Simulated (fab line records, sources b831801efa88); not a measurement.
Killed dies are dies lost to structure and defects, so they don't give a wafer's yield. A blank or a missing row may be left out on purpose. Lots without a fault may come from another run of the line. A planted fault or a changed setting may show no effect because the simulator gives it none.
fab line records | flow sky130
record lots=13 wafers=39 last_day=50
route steps=708 shown METAL3@532 CAPM@540 PAD_OPEN@708
lots that met no fault: from a run of the same line without faults
start_h: hours from the record's first day to the start of the lot's first wafer shown | wait_h: hours since the lot's step before | " the same as in the row above | L1.1+2: a row that stands for several wafers | - no value, or no start given | * or withheld: withheld | < > ~ a bound
route shown NAME@n: a module of which the file shows steps, and the number in the route of the first | usual: mean/standard deviation of fault-free wafers | same: alike in all rows | chamber/n: place in a boat | sites: the reading at each site | _std_site: their standard deviation | _edge_site: outer sites' mean less inner sites' | radius_mm: how far each site lies from the wafer's centre | mask NAME#n: copy n | behind: the tool/chamber that last shaped the wafer | hold: why the lot was held/for how many hours/how that ended | device: the transistor (n, p or np) that didn't switch | end of line: the same wafers' tests at the end of the route | a step without rows: its recipe alone | killed: dies lost to structure and defects at the first sort, not the wafer's yield | map: a wafer's dies, x killed, . not, _ none there
set.NAME: the setting as run; set.NAME@STEP: as run at that earlier step | model.NAME: the simulator's own value behind a step, which no gauge read
steps of the route over a sample of lots; a table a step, a row a wafer
services: from which hour (start_h, from the record's first day; less than 0 if before it) a tool's chamber was out of use, for how many hours, and why
## steps
# step SKY_METAL3_SPUTTER_00
# recipe material=Ti target_thk_nm=15 power_w=3000 time_s=10 chamber_pressure_pa=0.4
# usual cathode_dc_power_W=2999.9/0.55 chamber_pressure_pa=0.4000/0.00095 throttle_valve_pct=30.1/0.93
# columns lot.wafer tool chamber start_h wait_h cathode_dc_power_W chamber_pressure_pa throttle_valve_pct
L277.2 pvd_sputter-01 - 852.78 0.1 2999.2 0.4020 29.9
L277.4 " - " " 2999.5 0.4011 31.6
L277.5 " - " " 2998.6 0.4001 30.1
L279.1 pvd_sputter-01 - 867.35 0.1 3000.4 0.3993 29.2
L279.3 " - " " 3000.0 0.3995 31.7
L279.5 " - " " 3000.3 0.4002 30.2
L280.1 pvd_sputter-01 - 869.80 0.2 3001.0 0.3992 29.1
L280.4 " - " " 2999.4 0.4010 30.4
L280.6 " - " " 2999.4 0.4008 29.1
L282.1 pvd_sputter-01 - 896.37 0.1 3000.1 0.3999 29.5
L282.3 " - " " 2999.7 0.3986 30.0
L282.5 " - " " 3000.6 0.3987 30.1
L285.1 pvd_sputter-01 - 922.24 0.2 2999.3 0.3985 30.3
L285.2 " - " " 2999.8 0.3999 31.8
L285.5 " - " " 3000.7 0.3997 29.3
L291.1 pvd_sputter-02 - 950.36 0.2 2999.4 0.4004 30.1
L291.3 " - " " 3000.7 0.3998 30.3
L291.4 " - " " 3000.2 0.4016 31.2
L292.1 pvd_sputter-04 - 966.24 0.1 3000.0 0.3995 30.5
L292.2 " - " " 3000.7 0.4007 29.6
L292.3 " - " " 3000.0 0.4007 29.0
L293.2 pvd_sputter-04 - 972.22 0.1 3000.2 0.3991 28.3
L293.4 " - " " 3000.5 0.4003 29.8
L293.6 " - " " 2999.3 0.4002 29.8
L294.1 pvd_sputter-02 - 976.44 0.2 3001.3 0.3997 30.7
L294.3 " - " " 2999.2 0.4005 29.8
L294.6 " - " " 2999.8 0.4008 30.2
L295.4 pvd_sputter-04 - 980.86 0.1 3000.2 0.4002 28.1
L295.5 " - " " 2999.9 0.4003 30.6
L295.6 " - " " 2999.6 0.3993 29.9
L298.1 pvd_sputter-02 - 1003.02 0.1 3000.0 0.3994 30.3
L298.4 " - " " 2999.1 0.3990 31.3
L298.6 " - " " 3001.0 0.3994 30.2
L299.2 pvd_sputter-04 - 1004.03 0.2 3000.0 0.3996 29.1
L299.4 " - " " 2999.8 0.3996 30.6
L299.5 " - " " 2999.1 0.3998 29.0
L300.1 pvd_sputter-04 - 1009.82 0.2 2998.9 0.4005 30.3
L300.3 " - " " 3000.3 0.3994 29.7
L300.6 " - " " 2999.5 0.3994 29.7
# step SKY_METAL3_SPUTTER_03
# recipe material=Ti target_thk_nm=5 power_w=3000 time_s=3.3 chamber_pressure_pa=0.4
# usual cathode_dc_power_W=3000.0/0.52 chamber_pressure_pa=0.3999/0.00081 throttle_valve_pct=30.1/0.94
# columns lot.wafer tool chamber start_h wait_h cathode_dc_power_W chamber_pressure_pa throttle_valve_pct
L277.2 pvd_sputter-01 - 852.87 0.0 2999.2 0.4006 30.0
L277.4 " - " " 2999.8 0.3986 31.6
L277.5 " - " " 2999.3 0.4001 30.0
L279.1 pvd_sputter-01 - 867.44 0.0 3000.6 0.4000 29.1
L279.3 " - " " 3000.8 0.3994 31.7
L279.5 " - " " 2999.5 0.3995 30.2
L280.1 pvd_sputter-01 - 869.89 0.0 3000.8 0.3990 28.9
L280.4 " - " " 3000.7 0.3989 30.1
L280.6 " - " " 3000.5 0.4003 29.1
L282.1 pvd_sputter-01 - 896.46 0.0 2999.8 0.4001 29.2
L282.3 " - " " 2999.9 0.3992 30.1
L282.5 " - " " 3000.0 0.4004 29.9
L285.1 pvd_sputter-01 - 922.33 0.0 3001.3 0.4013 30.3
L285.2 " - " " 3000.9 0.3990 32.2
L285.5 " - " " 2999.7 0.3985 29.1
L291.1 pvd_sputter-02 - 950.45 0.0 2998.7 0.4009 30.0
L291.3 " - " " 2999.7 0.4002 30.8
L291.4 " - " " 3000.1 0.4005 31.4
L292.1 pvd_sputter-04 - 966.33 0.0 3000.7 0.3996 30.5
L292.2 " - " " 3000.1 0.4004 30.1
L292.3 " - " " 2999.9 0.4010 29.0
L293.2 pvd_sputter-04 - 972.31 0.0 3001.1 0.3989 28.3
L293.4 " - " " 3000.7 0.4008 29.7
L293.6 " - " " 3000.2 0.4006 29.8
L294.1 pvd_sputter-02 - 976.53 0.0 - - -
L294.3 " - " " - - -
L294.6 " - " " - - -
L295.4 pvd_sputter-04 - 980.95 0.0 - - -
L295.5 " - " " - - -
L295.6 " - " " - - -
L299.2 pvd_sputter-04 - 1004.12 0.0 3000.6 0.4001 28.9
L299.4 " - " " 2999.4 0.3993 30.5
L299.5 " - " " 3000.8 0.4005 28.8
L300.1 pvd_sputter-04 - 1009.91 0.0 3000.3 0.4002 30.3
L300.3 " - " " 2999.6 0.3994 29.9
L300.6 " - " " 2999.6 0.4003 29.9
L298.1 pvd_sputter-02 - 1015.12 0.0 2999.8 0.4015 30.0
L298.4 " - " " 3000.2 0.4006 31.2
L298.6 " - " " 3000.0 0.4001 30.5
# step SKY_CAPM_RS_MEAS_03
# recipe thk_meas_gauge=four-point-probe reads=TiN_of_CAPM_SPUTTER_02
# usual CAPM_TIN_RS=6.91/0.077
# columns lot.wafer tool chamber start_h wait_h CAPM_TIN_RS[ohm/sq]
L277.2 film_metro-02 - 853.14 0.1 6.91
L277.4 " - " " 6.93
L277.5 " - " " 6.99
L279.1 film_metro-01 - 867.70 0.1 6.82
L279.3 " - " " 6.94
L279.5 " - " " 6.81
L280.1 film_metro-02 - 870.15 0.1 6.91
L280.4 " - " " 6.90
L280.6 " - " " 6.81
L282.1 film_metro-01 - 896.71 0.1 6.95
L282.3 " - " " 6.98
L282.5 " - " " 6.94
L285.1 film_metro-04 - 922.59 0.1 6.87
L285.2 " - " " 6.94
L285.5 " - " " 6.89
L291.1 film_metro-04 - 950.70 0.1 6.74
L291.3 " - " " 6.80
L291.4 " - " " 6.88
L292.1 film_metro-04 - 966.59 0.1 6.91
L292.2 " - " " 6.92
L292.3 " - " " 6.85
L293.2 film_metro-04 - 972.60 0.1 7.05
L293.4 " - " " 6.88
L293.6 " - " " 6.89
L294.1 film_metro-04 - 976.84 0.1 7.02
L294.3 " - " " 6.99
L294.6 " - " " 7.07
L295.4 film_metro-01 - 981.28 0.1 6.87
L295.5 " - " " 6.93
L295.6 " - " " 6.83
L299.2 film_metro-01 - 1004.41 0.1 6.81
L299.4 " - " " 6.86
L299.5 " - " " 6.85
L300.1 film_metro-04 - 1010.17 0.1 6.77
L300.3 " - " " 6.81
L300.6 " - " " 6.77
L298.1 film_metro-01 - 1015.38 0.1 7.07
L298.4 " - " " 6.97
L298.6 " - " " 7.03
# step SKY_CAPM_METAL_ETCH_13
# recipe target_depth_nm=220 stop_on=SiO2 chemistry=Cl2/BCl3 target=TiN pressure_mtorr=10 icp_w=900 bias_w=48.5 Cl2_flow_sccm=60 bcl3_flow_sccm=30 time_s=62.9
# usual drypump_motor_current_A=6.0/0.41 oes_product_au=0.941/0.0078 rf_fwd_power_W=893/3.1 throttle_valve_pct=21.901/0.01
# columns lot.wafer tool chamber start_h wait_h drypump_motor_current_A oes_product_au rf_fwd_power_W rf_hours_counter_h throttle_valve_pct
L277.2 rie_metal-02 0 879.43 0.0 5.5 0.947 888 3 21.905
L277.4 " 1 " " 6.0 0.934 896 - 21.908
L277.5 " 0 " " 5.5 0.932 893 - 21.889
L279.1 rie_metal-01 0 893.45 0.0 6.4 0.946 894 8 21.894
L279.3 " 0 " " 6.4 0.931 897 - 21.896
L279.5 " 0 " " 6.4 0.948 896 - 21.890
L280.1 rie_metal-02 1 895.23 0.0 6.0 0.946 896 7 21.909
L280.4 " 1 " " 6.0 0.950 895 - 21.887
L280.6 " 0 " " 5.5 0.947 890 - 21.888
L282.1 rie_metal-04 0 921.08 0.0 5.4 0.931 894 14 21.897
L282.3 " 1 " " 5.9 0.933 890 - 21.901
L282.5 " 1 " " 5.9 0.933 888 - 21.919
L285.1 rie_metal-01 0 947.30 0.0 6.4 0.938 895 12 21.905
L285.2 " 1 " " 6.5 0.938 889 8 21.906
L285.5 " 0 " " 6.3 0.941 897 - 21.897
L291.1 rie_metal-02 0 975.10 0.0 5.5 0.950 891 7 21.884
L291.3 " 1 " " 6.0 0.947 890 - 21.888
L291.4 " 0 " " 5.5 0.945 889 - 21.923
L292.1 rie_metal-01 0 990.84 0.0 6.4 0.935 893 14 21.908
L292.2 " 1 " " 6.5 0.939 894 10 21.909
L292.3 " 1 " " 6.5 0.943 893 - 21.904
L293.2 rie_metal-01 0 995.94 0.0 6.4 0.932 891 14 21.910
L293.4 " 1 " " 6.5 0.945 893 - 21.903
L293.6 " 1 " " 6.5 0.947 896 - 21.917
L294.1 rie_metal-02 0 1000.63 0.0 5.5 0.940 892 9 21.894
L294.3 " 0 " " 5.5 0.939 899 - 21.894
L294.6 " 1 " " 6.0 0.931 894 - 21.909
L295.4 rie_metal-04 0 1004.30 0.0 5.4 0.944 893 - 21.904
L295.5 " 0 " " 5.4 0.939 891 - 21.899
L295.6 " 1 " " 5.9 0.935 890 - 21.888
L299.2 rie_metal-02 0 1028.20 0.0 5.5 0.947 892 10 21.894
L299.4 " 0 " " 5.5 0.948 892 - 21.889
L299.5 " 0 " " 5.5 0.944 890 - 21.909
L300.1 rie_metal-01 1 1032.58 0.0 6.5 0.959 893 12 21.882
L300.3 " 1 " " 6.5 0.950 893 - 21.910
L300.6 " 0 " " 6.4 0.954 894 - 21.902
L298.1 rie_metal-02 0 1037.54 0.0 5.5 0.924 895 11 21.921
L298.4 " 0 " " 5.6 0.942 891 - 21.897
L298.6 " 0 " " 5.5 0.936 893 - 21.897
# step SKY_PAD_OPEN_PROBE_99
# usual defect_limited_yield=82.6/1.8 killed_at_M0_to_M3=43/6.3 killed_at_M4_up=3.0/1.6 killed_at_contacts=25/5 killed_at_front_end=15/4.4 killed_at_other=0.3/0.8 killed_dies=85/8.7 killed_open=47/6.9 killed_short=38/6.3 sort_bin_3_pad_short=0.9/0.39 sort_bin_5_function=10.3/1.3 sort_bin_6_memory=6.2/1.1 sort_n_pass=407/8.8 sort_yield_pct=82.6/1.8
# same gross_dies=492 killed_at_back_side=0 sort_bin_4_leakage[%]=0 sort_bin_8_speed[%]=0
# columns lot.wafer tool chamber start_h wait_h defect_limited_yield[%] killed_at_M0_to_M3 killed_at_M4_up killed_at_contacts killed_at_front_end killed_at_other killed_dies killed_open killed_short sort_bin_3_pad_short[%] sort_bin_5_function[%] sort_bin_6_memory[%] sort_n_pass sort_yield_pct[%]
L279.1 prober-01 - 1090.81 0.1 82.7 37 3 33 12 0 85 46 39 1.4 10.8 5.1 407 82.7
L279.3 prober-01 - 1090.91 0.2 83.9 41 3 23 12 0 79 41 38 1.2 10.0 4.9 413 83.9
L279.5 prober-01 - 1091.01 0.2 83.9 45 5 17 12 0 79 46 33 0.4 10.0 5.7 413 83.9
L280.1 prober-02 - 1093.67 0.1 81.3 51 4 21 15 1 92 52 40 0.6 10.8 7.3 400 81.3
L280.4 prober-02 - 1093.82 0.2 82.5 44 1 27 14 0 86 50 36 1.6 12.2 3.7 406 82.5
L280.6 prober-02 - 1093.92 0.2 85.4 28 1 24 19 0 72 45 27 0.4 8.9 5.3 420 85.4
L292.1 prober-01 - 1167.78 0.1 86.4 27 1 22 17 0 67 31 36 1.2 8.5 3.9 425 86.4
L292.2 prober-01 - 1167.83 0.1 80.7 50 4 23 18 0 95 50 45 0.4 11.4 7.5 397 80.7
L292.3 prober-01 - 1167.88 0.2 82.1 42 4 32 10 0 88 48 40 1.0 10.6 6.3 404 82.1
L293.2 prober-01 - 1171.86 0.1 83.9 37 4 29 9 0 79 51 28 0.4 9.8 5.9 413 83.9
L293.4 prober-01 - 1171.96 0.2 83.9 48 1 22 8 0 79 48 31 0.6 10.2 5.3 413 83.9
L293.6 prober-01 - 1172.06 0.2 80.9 43 2 33 16 0 94 54 40 1.2 10.4 7.5 398 80.9
L300.1 prober-02 - 1196.58 0.1 82.7 41 3 28 13 0 85 40 45 0.2 11.0 6.1 407 82.7
L300.3 prober-02 - 1196.68 0.2 84.1 35 1 23 19 0 78 46 32 0.8 9.3 5.7 414 84.1
L300.6 prober-02 - 1196.83 0.2 83.7 43 2 26 9 0 80 41 39 1.2 9.3 5.7 412 83.7
L298.1 prober-01 - 1199.55 0.1 84.3 40 3 22 11 1 77 40 37 0.8 8.1 6.7 415 84.3
L298.4 prober-01 - 1199.70 0.2 83.7 41 4 25 10 0 80 51 29 1.0 8.3 6.9 412 83.7
L298.6 prober-01 - 1199.80 0.2 83.1 49 4 16 14 0 83 45 38 0.6 8.3 7.9 409 83.1
# killed by level:class
L279.1 LI_CONTACT:geometric_particle:open=12 CONTACT:geometric_particle:short=10 VIA1:geometric_particle:open=7 CONTACT:geometric_particle:open=6 VIA2:geometric_particle:open=6 VIA3:geometric_particle:open=6 METAL2:geometric_particle:short=4 VIA3:geometric_particle:short=4
L279.3 VIA1:geometric_particle:open=12 CONTACT:geometric_particle:open=7 METAL2:geometric_particle:short=6 POLY_GATE:geometric_particle:short=5 LI_CONTACT:geometric_particle:open=5 VIA2:geometric_particle:open=5 POLY_GATE:geometric_particle:open=4 LOCAL_INTERCONNECT:geometric_particle:short=4
L279.5 VIA1:geometric_particle:open=13 POLY_GATE:geometric_particle:short=8 VIA3:geometric_particle:open=7 CONTACT:geometric_particle:short=6 LI_CONTACT:geometric_particle:open=5 CONTACT:geometric_particle:open=5 VIA2:geometric_particle:open=5 VIA1:geometric_particle:short=5
L280.1 VIA1:geometric_particle:open=18 CONTACT:geometric_particle:open=8 FIELD_ISO:geometric_particle:open=7 CONTACT:geometric_particle:short=6 METAL1:geometric_particle:short=6 LI_CONTACT:geometric_particle:open=5 METAL2:geometric_particle:short=5 VIA2:geometric_particle:open=5
L280.4 LI_CONTACT:geometric_particle:open=10 VIA2:geometric_particle:open=9 CONTACT:geometric_particle:open=7 METAL2:geometric_particle:short=7 VIA3:geometric_particle:open=6 VIA1:geometric_particle:open=6 FIELD_ISO:geometric_particle:short=5 LI_CONTACT:geometric_particle:short=5
L280.6 CONTACT:geometric_particle:open=7 VIA1:geometric_particle:open=7 LI_CONTACT:geometric_particle:open=6 VIA3:geometric_particle:open=6 FIELD_ISO:geometric_particle:open=5 FIELD_ISO:geometric_particle:short=5 POLY_GATE:geometric_particle:open=4 METAL2:geometric_particle:short=4
L292.1 FIELD_ISO:geometric_particle:short=7 CONTACT:geometric_particle:open=7 LI_CONTACT:geometric_particle:open=6 VIA3:geometric_particle:short=5 FIELD_ISO:geometric_particle:open=4 LI_CONTACT:geometric_particle:short=4 VIA1:geometric_particle:short=4 VIA2:geometric_particle:open=4
L292.2 VIA1:geometric_particle:open=13 VIA3:geometric_particle:open=11 CONTACT:geometric_particle:open=9 LOCAL_INTERCONNECT:geometric_particle:short=6 VIA1:geometric_particle:short=5 METAL1:geometric_particle:short=5 POLY_GATE:geometric_particle:short=4 METAL4:geometric_particle:short=4
L292.3 LI_CONTACT:geometric_particle:open=14 VIA1:geometric_particle:open=11 CONTACT:geometric_particle:open=7 METAL2:geometric_particle:short=7 VIA1:geometric_particle:short=5 FIELD_ISO:geometric_particle:open=4 VIA3:geometric_particle:open=4 CONTACT:geometric_particle:short=4
L293.2 CONTACT:geometric_particle:open=12 LI_CONTACT:geometric_particle:open=9 VIA1:geometric_particle:open=7 METAL2:geometric_particle:short=5 VIA2:geometric_particle:open=5 VIA3:geometric_particle:open=4 LOCAL_INTERCONNECT:geometric_particle:short=3 CONTACT:geometric_particle:short=3
L293.4 VIA1:geometric_particle:open=13 VIA2:geometric_particle:open=9 LI_CONTACT:geometric_particle:short=6 LI_CONTACT:geometric_particle:open=5 CONTACT:geometric_particle:short=5 VIA3:geometric_particle:open=5 FIELD_ISO:geometric_particle:open=4 VIA1:geometric_particle:short=4
L293.6 CONTACT:geometric_particle:open=15 VIA1:geometric_particle:open=9 METAL2:geometric_particle:short=6 POLY_GATE:geometric_particle:open=5 LI_CONTACT:geometric_particle:open=5 VIA2:geometric_particle:open=5 VIA3:geometric_particle:short=5 FIELD_ISO:geometric_particle:open=4
L300.1 CONTACT:geometric_particle:open=9 LOCAL_INTERCONNECT:geometric_particle:short=9 VIA1:geometric_particle:open=9 VIA3:geometric_particle:open=8 LI_CONTACT:geometric_particle:open=5 METAL3:geometric_particle:short=5 VIA3:geometric_particle:short=5 POLY_GATE:geometric_particle:open=4
L300.3 LI_CONTACT:geometric_particle:open=10 POLY_GATE:geometric_particle:open=8 CONTACT:geometric_particle:open=6 VIA3:geometric_particle:open=6 VIA1:geometric_particle:open=6 POLY_GATE:geometric_particle:short=5 METAL1:geometric_particle:short=5 METAL2:geometric_particle:short=5
L300.6 CONTACT:geometric_particle:open=9 VIA2:geometric_particle:open=7 VIA1:geometric_particle:open=7 LI_CONTACT:geometric_particle:open=7 METAL2:geometric_particle:short=7 LOCAL_INTERCONNECT:geometric_particle:short=5 METAL1:geometric_particle:short=4 METAL3:geometric_particle:short=4
L298.1 CONTACT:geometric_particle:open=12 METAL2:geometric_particle:short=8 VIA3:geometric_particle:open=7 VIA3:geometric_particle:short=6 LI_CONTACT:geometric_particle:open=5 METAL3:geometric_particle:short=5 CONTACT:geometric_particle:short=4 VIA1:geometric_particle:short=4
L298.4 CONTACT:geometric_particle:open=10 LI_CONTACT:geometric_particle:open=9 VIA1:geometric_particle:open=7 METAL1:geometric_particle:short=6 VIA2:geometric_particle:open=5 VIA3:geometric_particle:open=5 METAL2:geometric_particle:open=4 VIA3:geometric_particle:short=4
L298.6 VIA1:geometric_particle:open=10 VIA2:geometric_particle:open=9 VIA3:geometric_particle:open=7 CONTACT:geometric_particle:open=6 METAL2:geometric_particle:short=6 FIELD_ISO:geometric_particle:short=5 LI_CONTACT:geometric_particle:short=4 VIA3:geometric_particle:short=4
## services
# columns tool chamber start_h hours kind
rie_metal-01 - 840.98 0.2 repair
pvd_sputter-04 - 845.37 2.5 repair
pvd_sputter-04 - 860.42 5.1 repair
rie_metal-01 0 868.45 6.0 repair
pvd_sputter-01 - 920.85 1.1 repair
rie_metal-01 - 935.23 0.3 repair
pvd_sputter-02 - 942.61 2.5 repair
rie_metal-01 - 966.71 1.4 pm
pvd_sputter-01 - 967.00 1.4 repair
rie_metal-04 1 1015.41 - clean
rie_metal-04 1 1015.41 17.4 scheduled_down
rie_metal-04 1 1015.41 17.4 vent_cycle
rie_metal-02 - 1023.65 2.8 pm
## key
first_sign step=SKY_METAL3_SPUTTER_03 reading=tool_record direction=missing
effect none on later readings
met_at SKY_METAL3_SPUTTER_03
struck_lots L294,L295
rows_end L294.1,L294.3,L294.6,L295.4,L295.5,L295.6
not_acting_at SKY_METAL3_SPUTTER_00,SKY_CAPM_RS_MEAS_03,SKY_CAPM_METAL_ETCH_13
onset_between 972.31 976.53
fault kind=skipped_step_whole tool=pvd_sputter-02,pvd_sputter-04 chamber=- onset_h=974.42 steps=SKY_METAL3_SPUTTER_03 scope=struck_lots_only
# rows_end: these wafers met a further fault down the route, and their rows from its step on are left out
